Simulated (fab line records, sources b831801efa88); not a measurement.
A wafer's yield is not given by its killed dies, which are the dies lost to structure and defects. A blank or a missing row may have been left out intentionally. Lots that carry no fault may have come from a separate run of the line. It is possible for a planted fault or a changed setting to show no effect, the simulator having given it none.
Chamber matching / flow sky130 / cmp-02 running SKY_VIA1_CMP_02: 4 sister chambers
The step polishes SiO2. 8 wafers are shown with their chamber, then 12 later ones without.

WAFERS PAIRED WITH THEIR CHAMBERS
wafer=L080.3; chamber=3; motor current A (A)=9.7; slurry filter dp kPa (kPa)=13.46
wafer=L084.6; chamber=3; motor current A (A)=10.6; slurry filter dp kPa (kPa)=13.37
wafer=L087.3; chamber=1; motor current A (A)=13.0; slurry filter dp kPa (kPa)=13.45
wafer=L087.4; chamber=0; motor current A (A)=12.9; slurry filter dp kPa (kPa)=13.22
wafer=L087.6; chamber=2; motor current A (A)=12.6; slurry filter dp kPa (kPa)=13.55
wafer=L090.3; chamber=2; motor current A (A)=12.0; slurry filter dp kPa (kPa)=13.75
wafer=L090.5; chamber=1; motor current A (A)=12.3; slurry filter dp kPa (kPa)=13.47
wafer=L090.6; chamber=0; motor current A (A)=13.2; slurry filter dp kPa (kPa)=13.62

WAFERS WITH NO CHAMBER GIVEN
wafer=L092.1; motor current A (A)=10.2; slurry filter dp kPa (kPa)=13.53
wafer=L092.3; motor current A (A)=12.4; slurry filter dp kPa (kPa)=13.46
wafer=L092.5; motor current A (A)=12.1; slurry filter dp kPa (kPa)=13.52
wafer=L093.2; motor current A (A)=13.8; slurry filter dp kPa (kPa)=13.87
wafer=L093.4; motor current A (A)=9.7; slurry filter dp kPa (kPa)=13.47
wafer=L093.6; motor current A (A)=10.5; slurry filter dp kPa (kPa)=13.43
wafer=L096.1; motor current A (A)=12.8; slurry filter dp kPa (kPa)=13.59
wafer=L096.3; motor current A (A)=13.0; slurry filter dp kPa (kPa)=13.37
wafer=L096.4; motor current A (A)=10.2; slurry filter dp kPa (kPa)=13.38
wafer=L097.2; motor current A (A)=12.5; slurry filter dp kPa (kPa)=13.56
wafer=L097.4; motor current A (A)=12.7; slurry filter dp kPa (kPa)=13.44
wafer=L097.5; motor current A (A)=9.9; slurry filter dp kPa (kPa)=13.43

WHICH CHAMBER EACH WENT THROUGH
wafer=L092.1; from the rows above=3; in truth=3
wafer=L092.3; from the rows above=can't be placed: 1 or 2 or 0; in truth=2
wafer=L092.5; from the rows above=can't be placed: 2 or 1 or 0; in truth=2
wafer=L093.2; from the rows above=can't be placed: 0 or 2 or 1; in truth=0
wafer=L093.4; from the rows above=3; in truth=3
wafer=L093.6; from the rows above=3; in truth=3
wafer=L096.1; from the rows above=can't be placed: 1 or 2 or 0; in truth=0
wafer=L096.3; from the rows above=can't be placed: 0 or 1 or 2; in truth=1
wafer=L096.4; from the rows above=3; in truth=3
wafer=L097.2; from the rows above=can't be placed: 1 or 2 or 0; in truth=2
wafer=L097.4; from the rows above=can't be placed: 1 or 0 or 2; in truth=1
wafer=L097.5; from the rows above=3; in truth=3
Placed correctly: 5 of 12. Cannot be placed on the basis of these rows: 7; the candidates contain the true chamber in 7. Placed wrongly: 0.
How it was worked out, from the rows above alone: a wafer's distance from a chamber is the root of the sum, over the readings, of the square of ((its reading less the chamber's mean) divided by the reading's scatter). If the next closest chamber is less than 2 further off than the closest, the wafer can't be placed; otherwise it belongs to the closest. The mean given for a chamber averages the wafers shown for that chamber. The scatter is the square root of a quotient: the sum, over the shown wafers, of each reading's squared deviation from its chamber's mean, divided by wafers minus chambers.
